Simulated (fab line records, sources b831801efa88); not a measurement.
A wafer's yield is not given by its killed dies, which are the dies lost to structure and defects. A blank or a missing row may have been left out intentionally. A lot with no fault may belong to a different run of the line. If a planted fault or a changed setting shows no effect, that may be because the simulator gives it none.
A single fault, viewed from 2 desks + flow gf180mcu + each desk has only its own numbers; what lay behind them comes last

== AT THE METROLOGY DESK ==
What the gauges read, lot by lot, whatever tool the lot ran on: means of the sampled wafers that have a number. The brackets show how far a lot's mean lies from the usual mean; more than 4 standard deviations puts the lot out of limits, marked OUT.
Columns: A = LVPWELL_OVL at GF_LVPWELL_OVL_MEAS_07, usual -0.1 nm; B = VT_IMPLANT_OVL at GF_VT_IMPLANT_OVL_MEAS_07, usual -1.4 nm; C = VT_IMPLANT_2_TW at GF_VT_IMPLANT_TW_MEAS_21, usual 1216
| lot  | first seen here | A    | B    | C               |
|------|-----------------|------|------|-----------------|
| L872 | day 3 22:52     | -0.1 | -2.7 | 1209            |
| L873 | day 4 02:28     | -1.1 | -2.4 | 1221            |
| L874 | day 4 08:33     | 2.6  | 0.5  | 1221            |
| L875 | day 4 11:25     | 0.8  | -2.1 | 1214            |
| L876 | day 4 16:52     | -0.0 | -0.7 | 1211            |
| L878 | day 5 04:50     | -0.0 | -1.5 | 1217            |
| L879 | day 5 10:16     | -1.0 | -2.4 | 1214            |
| L880 | day 5 18:42     | -0.6 | -2.1 | 1213            |
| L884 | day 6 16:22     | 1.1  | 0.8  | 1214            |
| L885 | day 6 23:19     | 0.9  | 0.5  | 1222            |
| L889 | day 7 20:52     | 0.7  | -0.2 | 1220            |
| L891 | day 8 06:24     | 1.6  | -3.3 | 1276 (+9.0) OUT |
| L893 | day 8 20:15     | 1.5  | -2.5 | 1277 (+9.2) OUT |
Finding of this desk: L891, L893 out of limits, first seen on L891 at day 11 05:47 (VT_IMPLANT_2_TW at GF_VT_IMPLANT_TW_MEAS_21). Within limits: L872, L873, L874, L875, L876, L878, L879, L880, L884, L885, L889.

== TOOL OWNER'S DESK, implanter-02 ==
The tool's own readings at GF_VT_IMPLANT_IMPLANT_19, given as means over the sampled wafers that have a number, one for each lot that went through this tool. The brackets show how far a lot's mean lies from the usual mean; more than 4 standard deviations puts the lot out of limits, marked OUT.
Columns: A = beam_energy_keV at GF_VT_IMPLANT_IMPLANT_19, usual 99.997
| lot  | first seen here | A                         |
|------|-----------------|---------------------------|
| L873 | day 6 12:29     | 99.987                    |
| L874 | day 6 16:42     | 100.020                   |
| L875 | day 6 22:41     | 99.969                    |
| L878 | day 7 17:06     | 100.009                   |
| L879 | day 8 00:10     | 99.958                    |
| L885 | day 9 18:19     | 99.992                    |
| L891 | day 11 05:32    | 117.803 (+99 or more) OUT |
| L893 | day 11 19:45    | 117.843 (+99 or more) OUT |
This desk finds L891, L893 out of limits, L891 being first, at day 11 05:32 (beam_energy_keV at GF_VT_IMPLANT_IMPLANT_19). Within limits: L873, L874, L875, L878, L879, L885.

== ALL TOGETHER ==
The tool owner's desk had the chance to raise an alarm at day 11 05:32 on L891, L893.
The metrology desk could have raised an alarm at day 11 05:47, on L891, L893.
Of the lots named, all ran GF_VT_IMPLANT_IMPLANT_19 on implanter-02.

== WHAT THE SIMULATOR HAD INSERTED ==
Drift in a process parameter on implanter-02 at GF_VT_IMPLANT_IMPLANT_19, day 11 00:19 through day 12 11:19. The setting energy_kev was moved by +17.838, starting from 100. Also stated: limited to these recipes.
Struck lots among those shown: L891, L893.
Hours from the fault's start to each desk's first reading out of limits: the tool owner's desk, 5; the metrology desk, 5.
